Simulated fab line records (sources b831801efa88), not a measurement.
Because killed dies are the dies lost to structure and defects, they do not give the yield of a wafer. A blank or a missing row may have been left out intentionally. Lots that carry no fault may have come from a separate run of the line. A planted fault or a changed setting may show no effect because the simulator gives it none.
Split-lot study	flow sky130	on a route of 708 steps: 5 lots, 27 wafers read

## ON THE SPLIT
At SKY_CAPM_SPUTTER_02 (material TiN, target thk 200 nm, time 166.7 s), the setting time s was moved away from the recipe's 166.7 s on 12 of the 27 wafers read, by -53.0% to +45.8%. For the rest of the wafers, this setting stayed at what the recipe calls for.

## BETWEEN THE SPLIT AND THE READING: the file shows 1 step in between
- SKY_CAPM_RS_MEAS_03: measures by four-point-probe

## THE READING
CAPM_TIN_THK, in nm, at SKY_CAPM_THK_MEAS_04 (measures by xrf). On this fab line, fault-free wafers typically give 202 nm with a standard deviation of 3.3 nm.

wafer	tool, chamber at the split	time s as run, s	against the recipe	CAPM_TIN_THK, nm	against lot-mates on the recipe
L077.2	pvd sputter-01, -	166.7	recipe	207	-
L077.5	pvd sputter-01, -	166.7	recipe	207	-
L077.6	pvd sputter-01, -	166.7	recipe	204	-
L078.1	pvd sputter-01, -	166.7	recipe	205	-
L078.2	pvd sputter-01, -	243	+45.8%	295	+90
L078.3	pvd sputter-01, -	166.7	recipe	206	-
L078.4	pvd sputter-01, -	243	+45.8%	301	+96
L078.5	pvd sputter-01, -	166.7	recipe	205	-
L078.6	pvd sputter-01, -	243	+45.8%	295	+90
L079.1	pvd sputter-01, -	166.7	recipe	199	-
L079.2	pvd sputter-01, -	166.7	recipe	204	-
L079.3	pvd sputter-01, -	96.1	-42.4%	118	-84
L079.4	pvd sputter-01, -	96.1	-42.4%	118	-84
L079.5	pvd sputter-01, -	96.1	-42.4%	121	-81
L079.6	pvd sputter-01, -	166.7	recipe	204	-
L083.1	pvd sputter-04, -	166.7	recipe	206	-
L083.2	pvd sputter-04, -	166.7	recipe	199	-
L083.3	pvd sputter-04, -	210.9	+26.5%	256	+54
L083.4	pvd sputter-04, -	210.9	+26.5%	255	+53
L083.5	pvd sputter-04, -	210.9	+26.5%	254	+52
L083.6	pvd sputter-04, -	166.7	recipe	201	-
L085.1	pvd sputter-01, -	166.7	recipe	198	-
L085.2	pvd sputter-01, -	78.28	-53.0%	96	-103
L085.3	pvd sputter-01, -	166.7	recipe	202	-
L085.4	pvd sputter-01, -	78.28	-53.0%	96	-103
L085.5	pvd sputter-01, -	166.7	recipe	196	-
L085.6	pvd sputter-01, -	78.28	-53.0%	95	-104

FIT RESULTS
A straight line over all 27 wafers: CAPM_TIN_THK changes by +2.02 nm for each +1% of time s; r = +1.00; the points scatter about the line by 3 nm.
The same after taking each lot's own level away (the mean of its wafers on the recipe; 27 wafers): +1.97 nm for each +1%; r = +1.00; scatter 2.1 nm.
According to that fit, moving time s by its largest amount changes the reading by 1e+02 nm.
The lots' own levels span 198.7 to 206.0 nm, that is 2.2 times the standard deviation above.
The two slopes agree, so the slope changes little with the lot-to-lot level.
Check: with one of the wafers moved furthest among these (-53.0%) left out of the fit, the line predicts -104 nm for it against its lot-mates. It came out at -103 nm against them.

## FURTHER SPLITS ON THESE WAFERS
These wafers also went through other splits before the reading. Each is held against what the fit with the lots' levels taken away leaves over:
other split on the same wafers	wafers away from the commonest value	r with CAPM_TIN_THK (lot level and that fit taken away)
SKY_LI_CONTACT_HDPCVD_00 time s	9	-0.05
SKY_LOCAL_INTERCONNECT_DEVELOP_10 develop time s	6	+0.21
SKY_METAL2_METAL_ETCH_19 target depth a	12	-0.10

## THE WHOLE CHAIN: every reading that the file lists as answering this split, in the file's order
step	what it does	reading	change (the file's fit)	r (the file's)
SKY_CAPM_SPUTTER_02	material TiN, target thk 200 nm, time 166.7 s	TiN_of_CAPM_SPUTTER_02.thk nm (the simulator's own value, which no gauge read)	+1.95 nm for each +1% of the setting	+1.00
SKY_CAPM_RS_MEAS_03	measures by four-point-probe	CAPM_TIN_RS	-0.104 for each +1% of the setting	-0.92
SKY_CAPM_THK_MEAS_04	measures by xrf	CAPM_TIN_THK	+1.97 for each +1% of the setting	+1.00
SKY_CAPM_METAL_ETCH_13	etches TiN in Cl2/BCl3, stops on SiO2, target depth 220 nm, time 62.9 s	oes product au	not straight: 0.649 at the lowest setting, 0.944 at the recipe, 0.989 at the highest	not given

## FILE'S OWN FIT
CAPM_TIN_THK changes by +1.97 nm for each +1% of time s, r = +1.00.
